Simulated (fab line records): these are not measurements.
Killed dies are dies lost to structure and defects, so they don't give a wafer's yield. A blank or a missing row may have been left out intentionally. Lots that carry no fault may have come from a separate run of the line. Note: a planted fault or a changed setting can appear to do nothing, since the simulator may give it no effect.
One fault seen from 2 desks    flow sky130    what lay behind the numbers comes last; until then each desk has only its own

## THE METROLOGY DESK
Lot by lot, what the gauges showed, no matter which tool ran the lot: averages of those sampled wafers that carry a number. A lot is out of limits, marked OUT, if its mean lies more than 4 standard deviations from the usual mean; the brackets give that distance.
Columns: A = LDD_HVN_TW at SKY_LDD_HVN_TW_MEAS_10, usual 1443; B = SD_N_RS at SKY_SD_N_RS_MEAS_16, usual 68.49 ohm/sq; C = SD_P_RS at SKY_SD_N_RS_MEAS_17, usual 146.9 ohm/sq; D = RES_XHIGH_RS at SKY_SD_N_RS_MEAS_18, usual 332.9 ohm/sq; E = cd nm at SKY_LI_CONTACT_CD_MEAS_12, usual 169.6 nm
lot   first seen here  A     B                C                D      E
L158  day 20 08:53     1433  68.56            147.1            333.4  169.1
L160  day 21 04:54     1445  68.49            146.9            334.4  168.5
L161  day 21 19:10     1442  72.31 (+29) OUT  168.6 (+68) OUT  335.9  168.8
L164  day 22 13:09     1439  72.15 (+28) OUT  168.8 (+68) OUT  332.7  168.2
L169  day 25 08:45     1450  68.49            147.1            333.4  172.6
L171  day 25 16:22     1462  68.56            147.1            331.9  170.0
L173  day 26 01:01     1442  68.58            147.0            332.8  170.2
L175  day 26 19:03     1432  68.69            147.2            332.7  173.0
L174  day 26 19:51     1437  68.46            146.4            331.3  169.4
L176  day 27 00:46     1451  68.35            146.9            332.1  168.4
L177  day 27 07:35     1442  68.56            147.2            331.7  169.5
L178  day 27 14:14     1445  68.50            146.8            331.5  168.6
L179  day 27 17:33     1438  68.65            147.0            334.3  168.2
L180  day 28 08:56     1455  68.57            147.3            334.7  168.1
This desk reports L161, L164 out of limits; the earliest was L161 at day 29 06:39 (SD_N_RS at SKY_SD_N_RS_MEAS_16). In limits: L158, L160, L169, L171, L173, L175, L174, L176, L177, L178, L179, L180.

## TOOL OWNER'S DESK, rtp anneal-02
At SKY_SD_N_RTA_14 (time 2 s), the tool's own readings, given per lot that ran on this tool as the mean of the sampled wafers with a number. A lot is out of limits, marked OUT, if its mean lies more than 4 standard deviations from the usual mean; the brackets give that distance.
Columns: A = lamp power pct at SKY_SD_N_RTA_14, usual 15.73 %; B = wafer_temp_C_max at SKY_SD_N_RTA_14, usual 1078.0
lot   first seen here  A                B
L161  day 29 06:28     15.05 (-12) OUT  1052.5 (-23) OUT
L164  day 30 00:37     15.07 (-12) OUT  1053.2 (-23) OUT
L169  day 32 12:35     15.82            1077.8
L171  day 32 19:52     15.72            1077.6
L173  day 33 01:55     15.69            1077.1
L174  day 33 20:49     15.72            1077.8
L177  day 34 07:50     15.79            1079.3
L179  day 34 17:32     15.76            1078.5
This desk finds L161, L164 out of limits, L161 being first, at day 29 06:28 (lamp power pct at SKY_SD_N_RTA_14). In limits: L169, L171, L173, L174, L177, L179.

## PUT TOGETHER
On L161, L164, at day 29 06:28, an alarm was possible from the tool owner's desk.
An alarm was possible from the metrology desk at day 29 06:39, on L161, L164.
All the named lots went through SKY_SD_N_RTA_14 on rtp anneal-02.

## WHAT WAS PUT IN BY THE SIMULATOR
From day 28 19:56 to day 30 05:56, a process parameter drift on rtp anneal-02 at SKY_SD_N_RTA_14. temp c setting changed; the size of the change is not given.
Shown lots that were struck: L161, L164.
Hours from the fault's start to each desk's first reading out of limits: the tool owner's desk, 11; the metrology desk, 11.
